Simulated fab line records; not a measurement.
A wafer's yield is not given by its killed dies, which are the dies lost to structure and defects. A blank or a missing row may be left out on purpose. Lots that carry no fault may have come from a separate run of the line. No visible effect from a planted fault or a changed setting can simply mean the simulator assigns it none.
fab line records    flow sky130    part 1 of 2: steps 1 to 28 of 40
[record] lots = 5  wafers = 15  last-day = 50
route steps=708 shown VIA2@520 METAL3@532 CAPM@537
lots that met no fault: taken from a fault-free run of the same line
start-h: the number of hours between the record's first day and the start of the first shown wafer of the lot    wait-h: hours since the lot's step before    " unchanged from the row above    L1.1+2: a single row standing in for several wafers    - value missing, or start not given    * or withheld: withheld    < > ~ a bound
route shown NAME@n: names a module that has steps shown in the file, with the first one's number in the route    usual: mean/standard deviation of fault-free wafers    same: alike in all rows    chamber/n: place in a boat    sites: each site's reading    _std_site: standard deviation across them    _edge_site: inner sites' mean taken away from outer sites' mean    radius-mm: for every site, how far away it sits from the centre of the wafer    mask NAME#n: copy n    behind: the tool/chamber that last shaped the wafer    hold: reason for holding the lot/hours on hold/outcome of the hold    device: which transistor (n, p or np) failed to switch    end of line: the same wafers' tests at the end of the route    a step with no rows: only its recipe    killed: dies lost to structure and defects at the first sort, not the wafer's yield    map: shows each die of a wafer: x if killed, . if not, _ if none is there
set.NAME: setting as actually run; set.NAME@STEP: the setting as run at that earlier step    model.NAME: the simulator's own value behind a step, which no gauge read
certain route steps with their lots: each step a table, each wafer a row
services: from which hour (start-h, from the record's first day; less than 0 if before it) a tool's chamber was out of use, for how many hours, and why
[[steps]]
[step SKY_VIA2_OVL_MEAS_13]
[usual] VIA2_OVL = -1/4.9
lot.wafer  tool        chamber  start-h  wait-h  VIA2_OVL[nm]
L084.1     overlay-01  -        951.48   0.1     -8
L084.5     "           -        "        "       -1
L084.6     "           -        "        "       0
L086.1     overlay-02  -        972.28   0.1     -2
L086.2     "           -        "        "       0
L086.3     "           -        "        "       -2
L088.2     overlay-02  -        984.63   0.1     0
L088.5     "           -        "        "       4
L088.6     "           -        "        "       4
L092.3     overlay-01  -        1003.32  0.1     -9
L092.4     "           -        "        "       -7
L092.5     "           -        "        "       -8
L095.3     overlay-01  -        1020.87  0.1     -11
L095.5     "           -        "        "       -10
L095.6     "           -        "        "       -11
[step SKY_VIA2_ETCH_14]
[recipe] chemistry = N2/H2  target = BARC  ion-energy-ev = 200  source-w = 500  bias-w = 100  pressure-mtorr = 30  n2-flow-sccm = 100  h2-flow-sccm = 200  stop-on = SiO2  time-s = 45.9  target-depth-a = 600
[usual] drypump-motor-current-A = 5.8/0.36  oes-product-au = 0.855/0.0046  throttle-valve-pct = 13.224/0.0089
lot.wafer  tool         chamber  start-h  wait-h  drypump-motor-current-A  oes-product-au  rf-hours-counter-h  throttle-valve-pct
L084.1     rie-diel-03  3        951.51   0.0     5.4                      0.856           7                   13.227
L084.5     "            0        "        "       6.1                      0.862           -                   13.216
L084.6     "            1        "        "       6.4                      0.869           -                   13.239
L086.1     rie-diel-04  3        972.31   0.0     5.5                      0.860           13                  13.224
L086.2     "            2        "        "       5.5                      0.863           15                  13.220
L086.3     "            0        "        "       5.5                      0.849           19                  13.230
L088.2     rie-diel-03  0        984.66   0.0     6.1                      0.853           6                   13.218
L088.5     "            2        "        "       5.6                      0.857           -                   13.236
L088.6     "            1        "        "       6.4                      0.861           -                   13.215
L092.3     rie-diel-03  2        1003.34  0.0     5.6                      0.856           19                  13.224
L092.4     "            0        "        "       6.1                      0.855           -                   13.230
L092.5     "            1        "        "       6.4                      0.868           -                   13.217
L095.3     rie-diel-04  1        1020.89  0.0     5.8                      0.863           26                  13.207
L095.5     "            0        "        "       5.5                      0.853           -                   13.221
L095.6     "            1        "        "       5.9                      0.860           -                   13.229
[step SKY_VIA2_ETCH_15]
[recipe] target = SiO2  chemistry = C4F8/O2/Ar  target-depth-nm = 546  stop-on = TiN  mask-material = KrF-thick  source-w = 1500  bias-w = 1200  pressure-mtorr = 40  c4f8-flow-sccm = withheld  O2_flow_sccm = 6  Ar_flow_sccm = 300  time-s = 84
[usual] oes-product-au = 0.940/0.0046
lot.wafer  tool         chamber  start-h  wait-h  oes-product-au  rf-hours-counter-h
L084.1     rie-diel-03  3        951.56   0.0     0.943           7
L084.5     "            0        "        "       0.938           -
L084.6     "            1        "        "       0.943           -
L086.1     rie-diel-04  3        972.36   0.0     0.932           13
L086.2     "            2        "        "       0.935           15
L086.3     "            0        "        "       0.938           20
L088.2     rie-diel-03  0        984.71   0.0     0.944           6
L088.5     "            2        "        "       0.939           -
L088.6     "            1        "        "       0.931           -
L092.3     rie-diel-03  2        1003.38  0.0     0.937           19
L092.4     "            0        "        "       0.933           -
L092.5     "            1        "        "       0.944           -
L095.3     rie-diel-04  1        1020.93  0.0     0.937           26
L095.5     "            0        "        "       0.936           -
L095.6     "            1        "        "       0.932           -
[step SKY_VIA2_STRIP_16]
[recipe] chemistry = O2/N2  power-w = 1400  pressure-mtorr = 1500  platen-temp-c = withheld  o2-flow-sccm = 3000  n2-flow-sccm = 300  overash-fraction = 0.5
[usual] drypump-motor-current-A = 5.8/0.49  oes-product-au = 0.399/0.0038  strip-time-to-endpoint-s = 4.047/0.025
lot.wafer  tool             chamber  start-h  wait-h  drypump-motor-current-A  oes-product-au  rf-hours-counter-h  strip-time-to-endpoint-s
L084.1     plasma-asher-03  0        951.62   0.0     5.9                      0.400           115                 4.029
L084.5     "                0        "        "       5.9                      0.400           -                   4.083
L084.6     "                1        "        "       6.8                      0.390           -                   4.079
L086.1     plasma-asher-02  0        972.42   0.0     5.5                      0.403           52                  4.056
L086.2     "                1        "        "       6.0                      0.399           52                  4.066
L086.3     "                0        "        "       5.5                      0.398           -                   4.081
L088.2     plasma-asher-02  0        984.77   0.0     5.5                      0.401           54                  4.102
L088.5     "                1        "        "       5.9                      0.399           -                   4.058
L088.6     "                0        "        "       5.5                      0.392           -                   4.061
L092.3     plasma-asher-02  1        1003.48  0.1     5.9                      0.399           -                   4.008
L092.4     "                0        "        "       5.5                      0.402           -                   4.070
L092.5     "                0        "        "       5.5                      0.401           -                   4.045
L095.3     plasma-asher-03  1        1021.03  0.1     6.8                      0.399           -                   4.060
L095.5     "                1        "        "       6.8                      0.397           -                   4.068
L095.6     "                0        "        "       5.9                      0.398           -                   4.056
[step SKY_VIA2_STRIP_17]
[recipe] chemistry = post-etch-residue-remover  time-s = 1200  temp-c = 72.5
lot.wafer   tool          chamber  start-h  wait-h
L084.1+5+6  wet-bench-04  3        951.72   0.1
L086.1+2+3  wet-bench-03  0        972.52   0.1
L088.2+5+6  wet-bench-04  0        984.94   0.1
L092.3+4+5  wet-bench-03  1        1003.55  0.0
L095.3+5+6  wet-bench-02  0        1021.10  0.0
[step SKY_VIA2_CLEAN_18]
[recipe] chemistry = IPA  time-s = 180  temp-c = 25
lot.wafer   tool          chamber  start-h  wait-h
L084.1+5+6  wet-bench-03  3        952.06   0.0
L086.1+2+3  wet-bench-04  0        972.89   0.0
L088.2+5+6  wet-bench-03  0        985.31   0.0
L092.3+4+5  wet-bench-03  0        1003.94  0.1
L095.3+5+6  wet-bench-03  1        1021.44  0.0
[step SKY_VIA2_CLEAN_19]
[recipe] chemistry = O3/DIW  dry = n2-spin
lot.wafer   tool          chamber  start-h  wait-h
L084.1+5+6  wet-bench-02  1        952.18   0.0
L086.1+2+3  wet-bench-02  1        972.96   0.0
L088.2+5+6  wet-bench-04  2        985.38   0.0
L092.3+4+5  wet-bench-03  1        1004.00  0.0
L095.3+5+6  wet-bench-02  2        1021.50  0.0
[step SKY_VIA2_SPUTTER_20]
[recipe] material = TiN  target-thk-nm = 20  chamber-pressure-pa = 5  power-w = 4000  time-s = 80
[usual] throttle-valve-pct = 29.8/0.89
lot.wafer  tool            chamber  start-h  wait-h  throttle-valve-pct
L084.1     pvd-sputter-01  -        952.28   0.0     30.9
L084.5     "               -        "        "       30.8
L084.6     "               -        "        "       28.3
L086.1     pvd-sputter-01  -        973.14   0.0     29.9
L086.2     "               -        "        "       28.3
L086.3     "               -        "        "       30.9
L088.2     pvd-sputter-01  -        985.48   0.0     30.2
L088.5     "               -        "        "       31.0
L088.6     "               -        "        "       29.8
L092.3     pvd-sputter-03  -        1004.09  0.0     29.7
L092.4     "               -        "        "       29.6
L092.5     "               -        "        "       30.3
L095.3     pvd-sputter-01  -        1021.59  0.0     30.9
L095.5     "               -        "        "       28.3
L095.6     "               -        "        "       30.8
[step SKY_VIA2_CVD_21]
[recipe] material = W  target-thk-nm = 420  time-s = 126.4  temp-c = 400  pressure-torr = 40
[usual] heater-power-outer-w = 537/41  heater-power-w = 819/56
lot.wafer  tool      chamber  start-h  wait-h  heater-power-outer-w  heater-power-w
L084.1     cvd-w-01  0        952.34   0.0     510                   745
L084.5     "         0        "        "       499                   753
L084.6     "         1        "        "       489                   881
L086.1     cvd-w-01  0        973.20   0.0     510                   743
L086.2     "         1        "        "       499                   875
L086.3     "         0        "        "       508                   773
L088.2     cvd-w-01  0        985.54   0.0     500                   752
L088.5     "         1        "        "       512                   864
L088.6     "         0        "        "       510                   740
L092.3     cvd-w-01  0        1004.24  0.1     507                   748
L092.4     "         0        "        "       524                   755
L092.5     "         0        "        "       513                   760
L095.3     cvd-w-02  0        1021.70  0.1     603                   875
L095.5     "         0        "        "       604                   862
L095.6     "         1        "        "       548                   787
[step SKY_VIA2_RS_MEAS_22]
[recipe] thk-meas-gauge = four-point-probe  reads = W_of_VIA2_CVD_21+TiN_of_VIA2_SPUTTER_20
[usual] VIA2_W_RS = 0.2729/0.0029
lot.wafer  tool           chamber  start-h  wait-h  VIA2_W_RS[ohm/sq]
L084.1     film-metro-04  -        952.47   0.1     0.2752
L084.5     "              -        "        "       0.2703
L084.6     "              -        "        "       0.2719
L086.1     film-metro-04  -        973.33   0.1     0.2721
L086.2     "              -        "        "       0.2718
L086.3     "              -        "        "       0.2743
L088.2     film-metro-03  -        985.69   0.1     0.2758
L088.5     "              -        "        "       0.2729
L088.6     "              -        "        "       0.2753
L092.3     film-metro-04  -        1004.45  0.2     0.2779
L092.4     "              -        "        "       0.2731
L092.5     "              -        "        "       0.2776
L095.3     film-metro-02  -        1021.83  0.1     0.2746
L095.5     "              -        "        "       0.2718
L095.6     "              -        "        "       0.2766
[step SKY_VIA2_THK_MEAS_23]
[recipe] thk-meas-gauge = xrf  reads = W_of_VIA2_CVD_21
[usual] VIA2_W_THK = 433/8.8
lot.wafer  tool           chamber  start-h  wait-h  VIA2_W_THK[nm]
L084.1     film-metro-04  -        952.59   0.1     426
L084.5     "              -        "        "       434
L084.6     "              -        "        "       430
L086.1     film-metro-04  -        973.45   0.1     431
L086.2     "              -        "        "       430
L086.3     "              -        "        "       426
L088.2     film-metro-03  -        985.80   0.1     434
L088.5     "              -        "        "       440
L088.6     "              -        "        "       436
L092.3     film-metro-04  -        1004.55  0.1     423
L092.4     "              -        "        "       426
L092.5     "              -        "        "       419
L095.3     film-metro-02  -        1021.93  0.1     426
L095.5     "              -        "        "       430
L095.6     "              -        "        "       422
[step SKY_VIA2_CMP_24]
[recipe] stop-on = SiO2  t-overpolish-s = 20  down-force-psi = 3.5  platen-rpm = 60  target-thk-nm = 0  pad-velocity-m-s = 0.94248
[usual] motor-current-A = 10.5/0.68  overpolish-run-s = 19.999/0.0086  time-to-endpoint-s = 101/3.8
[same] t-overpolish-s = 20
lot.wafer  tool    chamber  start-h  wait-h  motor-current-A  overpolish-run-s  time-to-endpoint-s
L084.1     cmp-02  1        952.80   0.2     10.7             19.996            102
L084.6     "       2        "        "       9.9              20.012            103
L084.5     "       3        "        "       10.7             20.010            103
L086.3     cmp-01  2        973.56   0.1     10.1             19.997            98
L086.1     "       3        "        "       11.3             20.002            108
L086.2     "       0        "        "       11.0             19.990            99
L088.2     cmp-01  0        985.90   0.1     10.6             19.996            95
L088.6     "       3        "        "       11.9             19.996            101
L088.5     "       0        "        "       10.5             19.996            99
L092.4     cmp-02  3        1004.84  0.3     10.4             19.992            99
L092.3     "       0        "        "       9.3              20.008            100
L092.5     "       0        "        "       9.9              20.013            99
L095.3     cmp-01  2        1022.07  0.1     10.0             19.976            96
L095.5     "       0        "        "       11.1             20.007            99
L095.6     "       1        "        "       11.3             19.993            103
[step SKY_METAL3_SPUTTER_00]
[recipe] material = Ti  target-thk-nm = 15  power-w = 3000  time-s = 10  chamber-pressure-pa = 0.4
[usual] throttle-valve-pct = 30.0/0.72
lot.wafer  tool            chamber  start-h  wait-h  throttle-valve-pct
L084.1     pvd-sputter-03  -        952.95   0.1     30.3
L084.5     "               -        "        "       29.6
L084.6     "               -        "        "       29.3
L086.1     pvd-sputter-04  -        973.81   0.1     29.2
L086.2     "               -        "        "       30.7
L086.3     "               -        "        "       30.0
L088.2     pvd-sputter-03  -        986.15   0.2     29.6
L088.5     "               -        "        "       29.9
L088.6     "               -        "        "       30.5
L092.3     pvd-sputter-03  -        1005.14  0.2     29.5
L092.4     "               -        "        "       29.9
L092.5     "               -        "        "       29.3
L095.3     pvd-sputter-04  -        1022.27  0.1     29.2
L095.5     "               -        "        "       31.0
L095.6     "               -        "        "       29.4
[step SKY_METAL3_SPUTTER_01]
[recipe] material = TiN  target-thk-nm = 20  power-w = 6500  time-s = 16.7  chamber-pressure-pa = 0.4
[usual] throttle-valve-pct = 30.0/0.73
lot.wafer  tool            chamber  start-h  wait-h  throttle-valve-pct
L084.1     pvd-sputter-03  -        952.97   0.0     30.6
L084.5     "               -        "        "       29.8
L084.6     "               -        "        "       29.3
L086.1     pvd-sputter-04  -        973.83   0.0     29.4
L086.2     "               -        "        "       30.9
L086.3     "               -        "        "       30.1
L088.2     pvd-sputter-03  -        986.17   0.0     29.5
L088.5     "               -        "        "       29.7
L088.6     "               -        "        "       30.3
L092.3     pvd-sputter-03  -        1005.17  0.0     29.1
L092.4     "               -        "        "       29.8
L092.5     "               -        "        "       29.3
L095.3     pvd-sputter-04  -        1022.29  0.0     29.2
L095.5     "               -        "        "       30.9
L095.6     "               -        "        "       29.1
[step SKY_METAL3_SPUTTER_02]
[recipe] material = AlCu  target-thk-nm = 735  power-w = 10600  time-s = 39.1  chamber-pressure-pa = 0.4
[usual] throttle-valve-pct = 29.9/0.72
lot.wafer  tool            chamber  start-h  wait-h  throttle-valve-pct
L084.1     pvd-sputter-03  -        953.00   0.0     30.4
L084.5     "               -        "        "       29.7
L084.6     "               -        "        "       29.2
L086.1     pvd-sputter-04  -        973.86   0.0     29.5
L086.2     "               -        "        "       30.8
L086.3     "               -        "        "       30.1
L088.2     pvd-sputter-03  -        986.20   0.0     29.5
L088.5     "               -        "        "       29.7
L088.6     "               -        "        "       30.4
L092.3     pvd-sputter-03  -        1005.19  0.0     29.2
L092.4     "               -        "        "       29.8
L092.5     "               -        "        "       29.3
L095.3     pvd-sputter-04  -        1022.31  0.0     29.2
L095.5     "               -        "        "       30.6
L095.6     "               -        "        "       29.4
[step SKY_METAL3_SPUTTER_03]
[recipe] material = Ti  target-thk-nm = 5  power-w = 3000  time-s = 3.3  chamber-pressure-pa = 0.4
[usual] throttle-valve-pct = 30.0/0.69
lot.wafer  tool            chamber  start-h  wait-h  throttle-valve-pct
L084.1     pvd-sputter-03  -        953.04   0.0     30.4
L084.5     "               -        "        "       29.9
L084.6     "               -        "        "       29.4
L086.1     pvd-sputter-04  -        973.90   0.0     29.3
L086.2     "               -        "        "       30.7
L086.3     "               -        "        "       30.1
L088.2     pvd-sputter-03  -        986.23   0.0     29.7
L088.5     "               -        "        "       29.4
L088.6     "               -        "        "       30.7
L092.3     pvd-sputter-03  -        1005.23  0.0     29.4
L092.4     "               -        "        "       29.9
L092.5     "               -        "        "       29.6
L095.3     pvd-sputter-04  -        1022.35  0.0     29.5
L095.5     "               -        "        "       30.8
L095.6     "               -        "        "       29.2
[step SKY_METAL3_SPUTTER_04]
[recipe] material = TiN  target-thk-nm = 70  power-w = 6500  time-s = 58.3  chamber-pressure-pa = 0.4
[usual] throttle-valve-pct = 30.0/0.71
lot.wafer  tool            chamber  start-h  wait-h  throttle-valve-pct
L084.1     pvd-sputter-03  -        953.05   0.0     30.7
L084.5     "               -        "        "       29.5
L084.6     "               -        "        "       29.3
L086.1     pvd-sputter-04  -        973.92   0.0     29.5
L086.2     "               -        "        "       30.7
L086.3     "               -        "        "       30.2
L088.2     pvd-sputter-03  -        986.25   0.0     29.8
L088.5     "               -        "        "       29.7
L088.6     "               -        "        "       30.6
L092.3     pvd-sputter-03  -        1005.25  0.0     29.5
L092.4     "               -        "        "       29.9
L092.5     "               -        "        "       29.0
L095.3     pvd-sputter-04  -        1022.37  0.0     29.5
L095.5     "               -        "        "       30.8
L095.6     "               -        "        "       29.3
[step SKY_CAPM_CVD_00]
[recipe] material = SiO2  target-thk-nm = 15.5  temp-c = 400  time-s = withheld  rf-w = 450
[usual] heater-power-outer-w = 438/54  heater-power-w = 735/68
lot.wafer  tool      chamber  start-h  wait-h  heater-power-outer-w  heater-power-w
L084.1     pecvd-02  2        953.10   0.0     439                   713
L084.5     "         2        "        "       451                   707
L084.6     "         1        "        "       397                   683
L086.1     pecvd-02  1        973.96   0.0     418                   718
L086.2     "         0        "        "       392                   676
L086.3     "         2        "        "       508                   784
L088.2     pecvd-02  1        986.30   0.0     484                   788
L088.5     "         2        "        "       527                   816
L088.6     "         0        "        "       407                   696
L092.3     pecvd-02  2        1005.30  0.0     536                   866
L092.4     "         1        "        "       375                   663
L092.5     "         0        "        "       424                   715
L095.3     pecvd-01  1        1022.42  0.0     493                   809
L095.5     "         1        "        "       496                   834
L095.6     "         2        "        "       398                   715
[step SKY_CAPM_THK_MEAS_01]
[recipe] reads = SiO2_of_CAPM_CVD_00
[usual] CAPM_CVD_00_THK = 15.56/0.24
lot.wafer  tool           chamber  start-h  wait-h  CAPM_CVD_00_THK[nm]
L084.1     film-metro-03  -        953.12   -       15.24
L084.5     "              -        "        "       15.34
L084.6     "              -        "        "       15.13
L086.1     film-metro-04  -        973.99   -       15.54
L086.2     "              -        "        "       15.29
L086.3     "              -        "        "       15.53
L088.2     film-metro-01  -        986.33   -       15.42
L088.5     "              -        "        "       15.71
L088.6     "              -        "        "       15.78
L092.3     film-metro-04  -        1005.34  -       15.17
L092.4     "              -        "        "       15.53
L092.5     "              -        "        "       15.39
L095.3     film-metro-01  -        1022.46  -       15.27
L095.5     "              -        "        "       15.74
L095.6     "              -        "        "       15.87
[step SKY_CAPM_SPUTTER_02]
[recipe] material = TiN  target-thk-nm = 200  temp-c = 300  power-w = 6500  time-s = 166.7  chamber-pressure-pa = 0.4
[usual] throttle-valve-pct = 29.9/0.94
lot.wafer  tool            chamber  start-h  wait-h  throttle-valve-pct
L084.1     pvd-sputter-02  -        953.18   0.1     29.9
L084.5     "               -        "        "       30.3
L084.6     "               -        "        "       28.2
L086.1     pvd-sputter-01  -        974.05   0.1     30.9
L086.2     "               -        "        "       29.8
L086.3     "               -        "        "       28.3
L088.2     pvd-sputter-01  -        986.38   0.0     28.4
L088.5     "               -        "        "       28.5
L088.6     "               -        "        "       30.0
L092.3     pvd-sputter-04  -        1005.38  0.0     31.1
L092.4     "               -        "        "       30.0
L092.5     "               -        "        "       31.3
L095.3     pvd-sputter-01  -        1022.50  0.0     30.2
L095.5     "               -        "        "       28.5
L095.6     "               -        "        "       30.9
[step SKY_CAPM_RS_MEAS_03]
[recipe] thk-meas-gauge = four-point-probe  reads = TiN_of_CAPM_SPUTTER_02
[usual] CAPM_TIN_RS = 6.93/0.087
lot.wafer  tool           chamber  start-h  wait-h  CAPM_TIN_RS[ohm/sq]
L084.1     film-metro-04  -        953.29   0.1     6.94
L084.5     "              -        "        "       6.89
L084.6     "              -        "        "       6.88
L086.1     film-metro-01  -        974.16   0.1     6.92
L086.2     "              -        "        "       6.98
L086.3     "              -        "        "       6.99
L088.2     film-metro-03  -        986.51   0.1     6.99
L088.5     "              -        "        "       7.03
L088.6     "              -        "        "       6.97
L092.3     film-metro-03  -        1005.53  0.1     7.00
L092.4     "              -        "        "       6.86
L092.5     "              -        "        "       7.02
L095.3     film-metro-04  -        1022.65  0.1     6.95
L095.5     "              -        "        "       6.96
L095.6     "              -        "        "       7.02
[step SKY_CAPM_THK_MEAS_04]
[recipe] thk-meas-gauge = xrf  reads = TiN_of_CAPM_SPUTTER_02
[usual] CAPM_TIN_THK = 201.3/2.6
lot.wafer  tool           chamber  start-h  wait-h  CAPM_TIN_THK[nm]
L084.1     film-metro-04  -        953.41   0.1     200.3
L084.5     "              -        "        "       202.5
L084.6     "              -        "        "       202.5
L086.1     film-metro-01  -        974.28   0.1     201.9
L086.2     "              -        "        "       200.4
L086.3     "              -        "        "       202.0
L088.2     film-metro-03  -        986.62   0.1     198.7
L088.5     "              -        "        "       198.6
L088.6     "              -        "        "       200.0
L092.3     film-metro-03  -        1005.63  0.1     198.9
L092.4     "              -        "        "       202.6
L092.5     "              -        "        "       199.1
L095.3     film-metro-04  -        1022.75  0.1     198.7
L095.5     "              -        "        "       198.8
L095.6     "              -        "        "       197.6
[step SKY_CAPM_DEHYDRATE_05]
[recipe] temp-c = 200  time-s = 60
lot.wafer   tool            chamber  start-h  wait-h
L084.1+5+6  litho-track-02  0        964.27   10.9
L086.1+2+3  litho-track-04  0        985.18   10.9
L088.2+5+6  litho-track-02  0        997.55   10.9
L092.3+4+5  litho-track-02  0        1015.12  9.5
L095.3+5+6  litho-track-04  0        1031.39  8.6
[step SKY_CAPM_HMDS_06]
[recipe] prime-time-s = 60  prime-temp-c = 120
[usual] prime-temp-c = 120.00/0.14
[same] prime-time-s = 60
lot.wafer  tool            chamber  start-h  wait-h  prime-temp-c
L084.1     litho-track-02  0        964.42   0.1     119.89
L084.5     "               0        "        "       119.87
L084.6     "               0        "        "       119.94
L086.1     litho-track-04  0        985.33   0.1     119.86
L086.2     "               0        "        "       120.06
L086.3     "               0        "        "       120.06
L088.2     litho-track-02  0        997.70   0.1     120.08
L088.5     "               0        "        "       119.92
L088.6     "               0        "        "       120.27
L092.3     litho-track-02  0        1015.27  0.1     120.16
L092.4     "               0        "        "       120.13
L092.5     "               0        "        "       120.17
L095.3     litho-track-04  0        1031.54  0.1     120.13
L095.5     "               0        "        "       119.99
L095.6     "               0        "        "       120.13
[step SKY_CAPM_COAT_07]
[recipe] resist = NOVOLAK  spin-rpm = 3000  resist-thk-nm = 1140
lot.wafer   tool            chamber  start-h  wait-h
L084.1+5+6  litho-track-02  0        964.57   0.1
L086.1+2+3  litho-track-04  0        985.48   0.1
L088.2+5+6  litho-track-02  0        997.85   0.1
L092.3+4+5  litho-track-02  0        1015.42  0.1
L095.3+5+6  litho-track-04  0        1031.69  0.1
[step SKY_CAPM_SOFTBAKE_08]
[recipe] temp-c = 90  time-s = 60  resist = NOVOLAK
lot.wafer   tool            chamber  start-h  wait-h
L084.1+5+6  litho-track-02  0        964.72   0.1
L086.1+2+3  litho-track-04  0        985.63   0.1
L088.2+5+6  litho-track-02  0        998.00   0.1
L092.3+4+5  litho-track-02  0        1015.57  0.1
L095.3+5+6  litho-track-04  0        1031.84  0.1
[step SKY_CAPM_EXPOSE_09]
[recipe] mask-id = CAPM  na = 0.6  source-shape = conventional  sigma-outer = 0.6  polarization = unpolarized  target-cd-nm = 1000  dose-mj = 159
[same] na = 0.6
lot.wafer   tool              chamber  start-h  wait-h  mask
L084.1+5+6  iline-stepper-02  0        -        -       CAPM#0
L086.1+2+3  iline-stepper-02  0        -        -       CAPM#0
L088.2+5+6  iline-stepper-02  0        -        -       CAPM#0
L092.3+4+5  iline-stepper-01  0        -        -       CAPM#0
L095.3+5+6  iline-stepper-02  0        -        -       CAPM#0
[step SKY_CAPM_PEB_10]
[recipe] temp-c = withheld  time-s = *  resist = NOVOLAK
lot.wafer   tool            chamber  start-h  wait-h
L084.1+5+6  litho-track-04  0        -        -
L086.1+2+3  litho-track-02  0        -        -
L088.2+5+6  litho-track-02  0        -        -
L092.3+4+5  litho-track-02  0        -        -
L095.3+5+6  litho-track-04  0        -        -
